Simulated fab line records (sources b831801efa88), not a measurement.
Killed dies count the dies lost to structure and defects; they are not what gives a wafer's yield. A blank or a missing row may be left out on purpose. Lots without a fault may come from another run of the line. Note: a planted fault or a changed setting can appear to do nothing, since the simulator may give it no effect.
fab line records | flow sky130
record: lots: 6 | wafers: 18 | lastDay: 50
route steps=708 shown VT_ADJUST_LVTN@104 PAD_OPEN@708
lots that met no fault: taken from a fault-free run of the same line
startH: the number of hours between the record's first day and the start of the first shown wafer of the lot | waitH: how many hours have passed since the lot's step before this one | " identical to the entry in the row above | L1.1+2: several wafers, shown together as one row | - no value present, or no start provided | * or withheld: withheld | < > ~ a bound
route shown NAME@n: a module of which the file shows steps, and the number in the route of the first | usual: the fault-free wafers' mean and standard deviation | same: alike in all rows | chamber/n: place in a boat | sites: per-site readings | _std_site: the values' standard deviation | _edge_site: inner sites' mean taken away from outer sites' mean | radiusMm: how far each site lies from the wafer's centre | mask NAME#n: copy n | behind: the last tool/chamber to shape the wafer | hold: the reason the lot was held/the length of the hold in hours/how it ended | device: transistor that didn't switch, given as n, p or np | end of line: the same wafers' tests at the end of the route | for a step that has no rows: nothing shown but its recipe | killed: the dies lost at the first sort to structure and to defects; this is not the yield of the wafer | map: a wafer's dies, x killed, . not, _ none there
set.NAME: the setting the step ran with; set.NAME@STEP: the setting that earlier step ran with | model.NAME: the simulator's own value behind a step, which no gauge read
a table for each step, a row for each wafer; lots at some steps of the route
services: when a tool's chamber went out of use (startH, in hours from the record's first day, below 0 if earlier), for how many hours, and the reason
== steps ==
step: SKY_VT_ADJUST_LVTN_OVL_MEAS_07
usual: VT_ADJUST_LVTN_OVL: -0.9/1.2
lot.wafer | tool       | chamber | startH | waitH | VT_ADJUST_LVTN_OVL[nm]
L597.2    | overlay-02 | -       | 191.93 | -     | 1.9
L597.5    | "          | -       | "      | "     | 2.3
L597.6    | "          | -       | "      | "     | -0.4
L602.1    | overlay-02 | -       | 228.12 | -     | -2.0
L602.3    | "          | -       | "      | "     | -0.7
L602.6    | "          | -       | "      | "     | -2.8
L605.1    | overlay-01 | -       | 244.98 | -     | -0.1
L605.3    | "          | -       | "      | "     | -2.4
L605.6    | "          | -       | "      | "     | -1.5
L606.1    | overlay-02 | -       | 251.18 | -     | -3.8
L606.3    | "          | -       | "      | "     | -1.2
L606.4    | "          | -       | "      | "     | -2.2
L609.1    | overlay-01 | -       | 269.23 | -     | -0.8
L609.4    | "          | -       | "      | "     | 0.2
L609.6    | "          | -       | "      | "     | -0.9
L610.1    | overlay-01 | -       | 274.37 | -     | -0.4
L610.2    | "          | -       | "      | "     | -0.3
L610.3    | "          | -       | "      | "     | -2.4
step: SKY_VT_ADJUST_LVTN_IMPLANT_08
recipe: species: B | energyKev: 30 | doseCm2: 1.57e+12 | tiltDeg: withheld
step: SKY_VT_ADJUST_LVTN_STRIP_09
recipe: chemistry: O2/N2 | powerW: 1400 | pressureMtorr: 1500 | platenTempC: withheld | o2FlowSccm: 3000 | n2FlowSccm: 300 | overashFraction: 0.5
usual: drypumpMotorCurrentA: 5.7/0.33 | oesProductAu: 0.722/0.0045 | stripTimeToEndpointS: 36.93/0.091
lot.wafer | tool           | chamber | startH | waitH | drypumpMotorCurrentA | oesProductAu | rfHoursCounterH | stripTimeToEndpointS
L597.2    | plasmaAsher-03 | 0       | 192.11 | 0.1   | 4.9                  | 0.723        | 40              | 36.95
L597.5    | "              | 1       | "      | "     | 5.8                  | 0.726        | -               | 36.97
L597.6    | "              | 0       | "      | "     | 4.9                  | 0.724        | -               | 37.09
L602.1    | plasmaAsher-02 | 1       | 228.31 | 0.1   | 5.8                  | 0.723        | 12              | 36.96
L602.3    | "              | 0       | "      | "     | 5.7                  | 0.718        | -               | 36.90
L602.6    | "              | 0       | "      | "     | 5.7                  | 0.724        | -               | 36.84
L605.1    | plasmaAsher-02 | 0       | 245.16 | 0.1   | 5.7                  | 0.720        | 14              | 37.05
L605.3    | "              | 1       | "      | "     | 5.8                  | 0.723        | -               | 37.03
L605.6    | "              | 0       | "      | "     | 5.7                  | 0.720        | -               | 37.00
L606.1    | plasmaAsher-04 | 0       | 251.37 | 0.1   | 5.8                  | 0.716        | 55              | 37.05
L606.3    | "              | 1       | "      | "     | 6.0                  | 0.720        | -               | 36.97
L606.4    | "              | 0       | "      | "     | 5.8                  | 0.735        | -               | 37.05
L609.1    | plasmaAsher-04 | 0       | 269.41 | 0.1   | 5.8                  | 0.730        | 57              | 36.94
L609.4    | "              | 0       | "      | "     | 5.8                  | 0.721        | -               | 36.91
L609.6    | "              | 0       | "      | "     | 5.8                  | 0.724        | -               | 37.00
L610.1    | plasmaAsher-03 | 1       | 274.56 | 0.1   | 5.8                  | 0.721        | 48              | 36.93
L610.2    | "              | 0       | "      | "     | 4.9                  | 0.724        | 48              | 36.89
L610.3    | "              | 0       | "      | "     | 4.9                  | 0.725        | -               | 36.93
step: SKY_VT_ADJUST_LVTN_TW_MEAS_10
usual: VT_ADJUST_LVTN_TW: 242.8/2.5
lot.wafer | tool         | chamber | startH | waitH | VT_ADJUST_LVTN_TW
L597.2    | filmMetro-04 | -       | 192.22 | 0.1   | 242.2
L597.5    | "            | -       | "      | "     | 243.2
L597.6    | "            | -       | "      | "     | 243.2
L602.1    | filmMetro-01 | -       | 228.41 | 0.1   | 244.8
L602.3    | "            | -       | "      | "     | 244.3
L602.6    | "            | -       | "      | "     | 245.2
L605.1    | filmMetro-04 | -       | 245.26 | 0.1   | 242.0
L605.3    | "            | -       | "      | "     | 242.6
L605.6    | "            | -       | "      | "     | 242.0
L606.1    | filmMetro-03 | -       | 251.47 | 0.1   | 239.1
L606.3    | "            | -       | "      | "     | 240.2
L606.4    | "            | -       | "      | "     | 240.1
L609.1    | filmMetro-01 | -       | 269.51 | 0.1   | 246.3
L609.4    | "            | -       | "      | "     | 245.6
L609.6    | "            | -       | "      | "     | 247.9
L610.1    | filmMetro-03 | -       | 274.66 | 0.1   | 240.7
L610.2    | "            | -       | "      | "     | 240.7
L610.3    | "            | -       | "      | "     | 240.8
step: SKY_VT_ADJUST_LVTN_DEHYDRATE_11
recipe: tempC: 200 | timeS: 60
step: SKY_VT_ADJUST_LVTN_HMDS_12
recipe: primeTimeS: 60 | primeTempC: 120
step: SKY_VT_ADJUST_LVTN_COAT_13
recipe: resist: NOVOLAK | spinRpm: 3000 | resistThkNm: 1140
step: SKY_VT_ADJUST_LVTN_SOFTBAKE_14
recipe: tempC: 90 | timeS: 60 | resist: NOVOLAK
step: SKY_VT_ADJUST_LVTN_EXPOSE_15
recipe: maskId: HVN_STD_DERIVED | na: 0.6 | sourceShape: conventional | sigmaOuter: 0.6 | polarization: unpolarized | targetCdNm: 600 | doseMj: 163
step: SKY_VT_ADJUST_LVTN_PEB_16
recipe: tempC: withheld | timeS: * | resist: NOVOLAK
step: SKY_VT_ADJUST_LVTN_DEVELOP_17
recipe: resist: NOVOLAK | developer: TMAH | developTimeS: 60 | devTempC: 23
step: SKY_VT_ADJUST_LVTN_OVL_MEAS_18
usual: VT_ADJUST_LVTN_01_OVL: -0.8/1.2
lot.wafer | tool       | chamber | startH | waitH | VT_ADJUST_LVTN_01_OVL[nm]
L597.2    | overlay-01 | -       | 213.44 | 0.1   | -2.6
L597.5    | "          | -       | "      | "     | -1.1
L597.6    | "          | -       | "      | "     | -0.9
L602.1    | overlay-01 | -       | 251.37 | 0.1   | -0.3
L602.3    | "          | -       | "      | "     | 1.5
L602.6    | "          | -       | "      | "     | 0.3
L605.1    | overlay-01 | -       | 268.57 | 0.1   | 1.3
L605.3    | "          | -       | "      | "     | -2.9
L605.6    | "          | -       | "      | "     | 1.1
L606.1    | overlay-01 | -       | 275.02 | 0.1   | -1.3
L606.3    | "          | -       | "      | "     | -2.1
L606.4    | "          | -       | "      | "     | -1.6
L609.1    | overlay-01 | -       | 293.42 | 0.1   | 0.3
L609.4    | "          | -       | "      | "     | 1.1
L609.6    | "          | -       | "      | "     | -0.1
L610.1    | overlay-01 | -       | 299.23 | 0.1   | -0.1
L610.2    | "          | -       | "      | "     | -0.8
L610.3    | "          | -       | "      | "     | -0.5
step: SKY_VT_ADJUST_LVTN_IMPLANT_19
recipe: species: B | energyKev: 30 | doseCm2: 6.5e+11 | tiltDeg: withheld
usual: beamEnergyKeV: 29.998/0.011 | doseIonsCm2: 6.5e+11/7.2e+08 | endStationPressureTorr: 5.01e-06/2.6e-07 | faradayCurrentUA: 3.67/0.071
same: implantIonAmu: 11
lot.wafer | tool         | chamber | startH | waitH | beamEnergyKeV | doseIonsCm2 | endStationPressureTorr | faradayCurrentUA
L597.2    | implanter-03 | 0       | 213.49 | 0.0   | 29.979        | 6.51e+11    | 5.08e-06               | 3.62
L597.5    | "            | 0       | "      | "     | 29.989        | 6.493e+11   | 5.09e-06               | 3.63
L597.6    | "            | 0       | "      | "     | 29.988        | 6.505e+11   | 5.19e-06               | 3.73
L602.1    | implanter-04 | 0       | 251.41 | 0.0   | 29.990        | 6.498e+11   | 5.11e-06               | 3.67
L602.3    | "            | 0       | "      | "     | 29.990        | 6.512e+11   | 4.5e-06                | 3.60
L602.6    | "            | 0       | "      | "     | 29.981        | 6.501e+11   | 5.08e-06               | 3.66
L605.1    | implanter-04 | 0       | 268.61 | 0.0   | 29.988        | 6.36e+10    | 5.4e-06                | 0.37
L605.3    | "            | 0       | "      | "     | 29.992        | 6.55e+10    | 5e-06                  | 0.38
L605.6    | "            | 0       | "      | "     | 29.989        | 6.41e+10    | 4.92e-06               | 0.36
L606.1    | implanter-04 | 0       | 275.06 | 0.0   | 30.018        | 6.59e+10    | 5.08e-06               | 0.37
L606.3    | "            | 0       | "      | "     | 30.005        | 6.53e+10    | 4.6e-06                | 0.37
L606.4    | "            | 0       | "      | "     | 30.010        | 6.56e+10    | 4.7e-06                | 0.36
L609.1    | implanter-02 | 0       | 293.46 | 0.0   | 30.022        | 6.49e+11    | 5.2e-06                | 3.69
L609.4    | "            | 0       | "      | "     | 29.994        | 6.5e+11     | 5.21e-06               | 3.57
L609.6    | "            | 0       | "      | "     | 29.988        | 6.492e+11   | 5.27e-06               | 3.71
L610.1    | implanter-03 | 0       | 299.27 | 0.0   | 30.017        | 6.494e+11   | 4.5e-06                | 3.65
L610.2    | "            | 0       | "      | "     | 30.011        | 6.505e+11   | 5e-06                  | 3.60
L610.3    | "            | 0       | "      | "     | 30.006        | 6.494e+11   | 5.2e-06                | 3.70
step: SKY_VT_ADJUST_LVTN_STRIP_20
recipe: chemistry: O2/N2 | powerW: 1400 | pressureMtorr: 1500 | platenTempC: withheld | o2FlowSccm: 3000 | n2FlowSccm: 300 | overashFraction: 0.5
usual: drypumpMotorCurrentA: 5.7/0.34 | oesProductAu: 0.716/0.0046 | stripTimeToEndpointS: 14.17/0.033
lot.wafer | tool           | chamber | startH | waitH | drypumpMotorCurrentA | oesProductAu | rfHoursCounterH | stripTimeToEndpointS
L597.2    | plasmaAsher-02 | 1       | 213.62 | 0.1   | 5.8                  | 0.719        | 11              | 14.15
L597.5    | "              | 0       | "      | "     | 5.7                  | 0.717        | -               | 14.13
L597.6    | "              | 1       | "      | "     | 5.8                  | 0.715        | -               | 14.14
L602.1    | plasmaAsher-03 | 0       | 251.56 | 0.1   | 4.9                  | 0.713        | 46              | 14.15
L602.3    | "              | 1       | "      | "     | 5.8                  | 0.719        | -               | 14.23
L602.6    | "              | 0       | "      | "     | 4.9                  | 0.715        | -               | 14.22
L605.1    | plasmaAsher-04 | 0       | 268.76 | 0.1   | 5.8                  | 0.710        | 57              | 14.17
L605.3    | "              | 0       | "      | "     | 5.8                  | 0.712        | -               | 14.16
L605.6    | "              | 1       | "      | "     | 6.0                  | 0.724        | -               | 14.15
L606.1    | plasmaAsher-03 | 0       | 275.21 | 0.1   | 4.9                  | 0.719        | 48              | 14.18
L606.3    | "              | 1       | "      | "     | 5.8                  | 0.723        | -               | 14.18
L606.4    | "              | 0       | "      | "     | 4.9                  | 0.716        | -               | 14.18
L609.1    | plasmaAsher-02 | 1       | 293.61 | 0.1   | 5.8                  | 0.717        | 19              | 14.15
L609.4    | "              | 0       | "      | "     | 5.7                  | 0.715        | -               | 14.21
L609.6    | "              | 1       | "      | "     | 5.8                  | 0.714        | -               | 14.14
L610.1    | plasmaAsher-04 | 0       | 299.42 | 0.1   | 5.8                  | 0.716        | 61              | 14.19
L610.2    | "              | 1       | "      | "     | 6.0                  | 0.727        | 61              | 14.14
L610.3    | "              | 0       | "      | "     | 5.7                  | 0.724        | -               | 14.16
step: SKY_VT_ADJUST_LVTN_TW_MEAS_21
usual: VT_ADJUST_LVTN_2_TW: 189.2/1.6
lot.wafer | tool         | chamber | startH | waitH | hold                    | VT_ADJUST_LVTN_2_TW
L597.2    | filmMetro-01 | -       | 213.73 | 0.1   | -                       | 191.4
L597.5    | "            | -       | "      | "     | -                       | 191.8
L597.6    | "            | -       | "      | "     | -                       | 189.9
L602.1    | filmMetro-04 | -       | 251.66 | 0.1   | -                       | 189.1
L602.3    | "            | -       | "      | "     | -                       | 189.6
L602.6    | "            | -       | "      | "     | -                       | 188.9
L605.1    | filmMetro-04 | -       | 268.86 | 0.1   | awaitDispo/0.2h/release | 104.4
L605.3    | "            | -       | "      | "     | awaitDispo/0.2h/release | 104.4
L605.6    | "            | -       | "      | "     | awaitDispo/0.2h/release | 102.8
L605.1    | filmMetro-04 | -       | 269.08 | 0.2   | -                       | 104.3
L605.3    | "            | -       | "      | "     | -                       | 104.4
L605.6    | "            | -       | "      | "     | -                       | 103.2
L606.1    | filmMetro-03 | -       | 275.31 | 0.1   | awaitDispo/0.2h/release | 104.5
L606.3    | "            | -       | "      | "     | awaitDispo/0.2h/release | 104.1
L606.4    | "            | -       | "      | "     | awaitDispo/0.2h/release | 102.4
L606.1    | filmMetro-03 | -       | 275.53 | 0.2   | -                       | 104.5
L606.3    | "            | -       | "      | "     | -                       | 104.4
L606.4    | "            | -       | "      | "     | -                       | 103.0
L609.1    | filmMetro-04 | -       | 293.71 | 0.1   | -                       | 189.5
L609.4    | "            | -       | "      | "     | -                       | 189.5
L609.6    | "            | -       | "      | "     | -                       | 188.5
L610.1    | filmMetro-03 | -       | 299.52 | 0.1   | -                       | 188.3
L610.2    | "            | -       | "      | "     | -                       | 188.2
L610.3    | "            | -       | "      | "     | -                       | 187.5
step: SKY_PAD_OPEN_PROBE_99
usual: defectLimitedYield: 82.4/2.2 | killed_at_M0_to_M3: 44/7.7 | killed_at_M4_up: 3.2/1.7 | killedAtContacts: 24/5.3 | killedAtFrontEnd: 15/4.3 | killedAtOther: 0.3/0.57 | killedDies: 87/11 | killedOpen: 47/7.4 | killedShort: 40/6.5 | sort_bin_3_pad_short: 0.8/0.4 | sort_bin_5_function: 10.5/1.6 | sort_bin_6_memory: 6.3/1.2 | sortNPass: 405/11 | sortYieldPct: 82.4/2.2
same: grossDies: 492 | killedAtBackSide: 0 | sort_bin_4_leakage[%]: 0 | sort_bin_8_speed[%]: 0
lot.wafer | tool      | chamber | startH  | waitH | defectLimitedYield[%] | killed_at_M0_to_M3 | killed_at_M4_up | killedAtContacts | killedAtFrontEnd | killedAtOther | killedDies | killedOpen | killedShort | sort_bin_3_pad_short[%] | sort_bin_5_function[%] | sort_bin_6_memory[%] | sortNPass | sortYieldPct[%]
L597.2    | prober-02 | -       | 1123.25 | 0.1   | 85.0                  | 38                 | 1               | 20               | 14               | 1             | 74         | 38         | 36          | 1.0                     | 9.3                    | 4.7                  | 418       | 85.0
L597.5    | prober-02 | -       | 1123.40 | 0.2   | 85.2                  | 44                 | 1               | 18               | 10               | 0             | 73         | 43         | 30          | 0.6                     | 8.9                    | 5.3                  | 419       | 85.2
L597.6    | prober-02 | -       | 1123.45 | 0.2   | 85.8                  | 42                 | 2               | 17               | 9                | 0             | 70         | 41         | 29          | 0.2                     | 9.8                    | 4.3                  | 422       | 85.8
L610.1    | prober-01 | -       | 1187.97 | 0.1   | 82.5                  | 43                 | 2               | 27               | 14               | 0             | 86         | 52         | 33          | 1.0                     | 10.2                   | 6.3                  | 406       | 82.5
L610.2    | prober-01 | -       | 1188.02 | 0.1   | 87.2                  | 35                 | 0               | 17               | 11               | 0             | 63         | 31         | 31          | 0.6                     | 6.3                    | 5.9                  | 429       | 87.2
L610.3    | prober-01 | -       | 1188.07 | 0.2   | 85.8                  | 35                 | 3               | 16               | 16               | 0             | 70         | 39         | 30          | 0.6                     | 7.9                    | 5.7                  | 422       | 85.8
killed by level:class
L597.2 VIA1:geometricParticle:open=8 LI_CONTACT:geometricParticle:open=7 CONTACT:geometricParticle:open=7 METAL2:geometricParticle:short=6 METAL1:geometricParticle:short=5 FIELD_ISO:geometricParticle:short=4 FIELD_ISO:geometricParticle:open=4 VIA3:geometricParticle:open=4
L597.5 VIA2:geometricParticle:open=11 VIA1:geometricParticle:open=9 LI_CONTACT:geometricParticle:open=6 CONTACT:geometricParticle:open=6 VIA1:geometricParticle:short=6 METAL2:geometricParticle:short=4 METAL1:geometricParticle:short=4 LOCAL_INTERCONNECT:geometricParticle:short=3
L597.6 VIA1:geometricParticle:open=9 CONTACT:geometricParticle:short=7 VIA3:geometricParticle:open=7 VIA2:geometricParticle:open=7 VIA1:geometricParticle:short=6 FIELD_ISO:geometricParticle:open=4 LI_CONTACT:geometricParticle:open=4 CONTACT:geometricParticle:open=4
L610.1 VIA1:geometricParticle:open=14 LI_CONTACT:geometricParticle:open=12 VIA2:geometricParticle:open=7 LOCAL_INTERCONNECT:geometricParticle:short=5 METAL1:geometricParticle:short=5 CONTACT:geometricParticle:open=4 VIA3:geometricParticle:open=4 POLY_GATE:geometricParticle:open=3
L610.2 VIA3:geometricParticle:open=7 FIELD_ISO:geometricParticle:short=6 CONTACT:geometricParticle:short=5 CONTACT:geometricParticle:open=5 VIA1:geometricParticle:open=5 VIA2:geometricParticle:open=5 POLY_GATE:geometricParticle:open=4 LI_CONTACT:geometricParticle:open=4
L610.3 VIA1:geometricParticle:open=9 LI_CONTACT:geometricParticle:open=7 METAL1:geometricParticle:short=6 FIELD_ISO:geometricParticle:short=5 POLY_GATE:geometricParticle:open=5 VIA2:geometricParticle:open=5 VIA3:geometricParticle:open=5 CONTACT:geometricParticle:short=4
== services ==
tool           | chamber | startH | hours | kind
implanter-04   | -       | 177.72 | 3.2   | repair
plasmaAsher-02 | -       | 180.26 | 0.4   | repair
implanter-04   | -       | 180.95 | 3.5   | pm
plasmaAsher-03 | -       | 182.25 | 0.7   | repair
implanter-02   | -       | 190.15 | 19.9  | repair
implanter-03   | -       | 216.51 | 4.9   | repair
implanter-04   | -       | 242.72 | 2.1   | repair
implanter-02   | -       | 262.81 | 0.6   | repair
plasmaAsher-03 | -       | 266.13 | 1.1   | repair
plasmaAsher-02 | -       | 267.92 | 4.6   | repair
plasmaAsher-03 | -       | 288.44 | 2.5   | repair
== key ==
firstSign: step: SKY_VT_ADJUST_LVTN_IMPLANT_19 | reading: doseIonsCm2 | direction: down | sigmas: 99+ | usual: * | struck: *
effect: step: SKY_VT_ADJUST_LVTN_IMPLANT_19 | reading: faradayCurrentUA | direction: down | sigmas: 46 | usual: 3.67 | struck: 0.37
effect: step: SKY_VT_ADJUST_LVTN_TW_MEAS_21 | reading: visit | direction: added
effect: step: SKY_VT_ADJUST_LVTN_TW_MEAS_21 | reading: VT_ADJUST_LVTN_2_TW | direction: down | sigmas: 54 | usual: 189.2 | struck: 103.8
metAt SKY_VT_ADJUST_LVTN_IMPLANT_19
struckWafers L605.1,L605.3,L605.6,L606.1,L606.3,L606.4
scrappedBehind SKY_VT_ADJUST_LVTN_TW_MEAS_21 L605.1,L605.3,L605.6,L606.1,L606.3,L606.4
onsetBetween 251.41 268.61
fault: kind: processParameterDrift | tool: implanter-04 | chamber: - | onsetH: 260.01 | steps: SKY_VT_ADJUST_LVTN_IMPLANT_19 | channel: doseCm2 | offset: * | shape: step | endH: 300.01 | actsIn: * | stated: *
